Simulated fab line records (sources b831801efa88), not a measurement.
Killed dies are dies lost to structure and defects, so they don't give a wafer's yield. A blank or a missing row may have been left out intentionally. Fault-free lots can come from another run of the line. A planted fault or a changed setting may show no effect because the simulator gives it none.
Chamber matching | flow sky130 | SKY_LI_CONTACT_ETCH_14 on rieDiel-03: 4 sister chambers
The step etches BARC in N2/H2, stops on SiO2, time 45.9 s, target depth 60 nm. 8 wafers are shown with their chamber, then 8 later ones without.

## WAFERS PAIRED WITH THEIR CHAMBERS
wafer  | chamber | drypumpMotorCurrentA (A) | rfFwdPowerW (W)
L081.1 | 1       | 5.7                      | 496.0
L083.1 | 2       | 6.2                      | 494.3
L083.2 | 0       | 6.1                      | 498.6
L083.6 | 3       | 6.2                      | 493.7
L085.1 | 1       | 5.7                      | 495.9
L085.2 | 3       | 6.2                      | 492.9
L085.4 | 0       | 6.1                      | 498.9
L089.1 | 2       | 6.1                      | 493.0

## WAFERS WITHOUT THEIR CHAMBER
wafer  | drypumpMotorCurrentA (A) | rfFwdPowerW (W)
L089.2 | 6.2                      | 492.9
L089.4 | 5.7                      | 499.4
L087.1 | 6.2                      | 493.6
L087.3 | 6.2                      | 493.6
L087.6 | 6.2                      | 493.3
L093.3 | 6.2                      | 496.6
L093.5 | 6.2                      | 493.4
L093.6 | 6.1                      | 496.6

## WHICH CHAMBER EACH ONE RAN IN
wafer  | from the rows above          | in truth
L089.2 | can't be placed: 3 or 2      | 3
L089.4 | 1                            | 1
L087.1 | can't be placed: 3 or 2      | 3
L087.3 | can't be placed: 3 or 2      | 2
L087.6 | can't be placed: 3 or 2      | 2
L093.3 | can't be placed: 0 or 2 or 3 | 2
L093.5 | can't be placed: 3 or 2      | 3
L093.6 | can't be placed: 0 or 2      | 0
Placed correctly: 1 of 8. Unplaceable from these rows: 7, with the true chamber sitting among the candidates in 7. Placed wrongly: 0.
How it was worked out, from the rows above alone: a wafer's distance from a chamber is the root of the sum, over the readings, of the square of ((its reading less the chamber's mean) divided by the reading's scatter). The wafer belongs to the nearest chamber; if the next one is less than 2 further off, it can't be placed. A chamber's mean is the mean of its shown wafers. The scatter: the root of (the sum of the squares of (reading less its chamber's mean) over the shown wafers, divided by (wafers less chambers)).
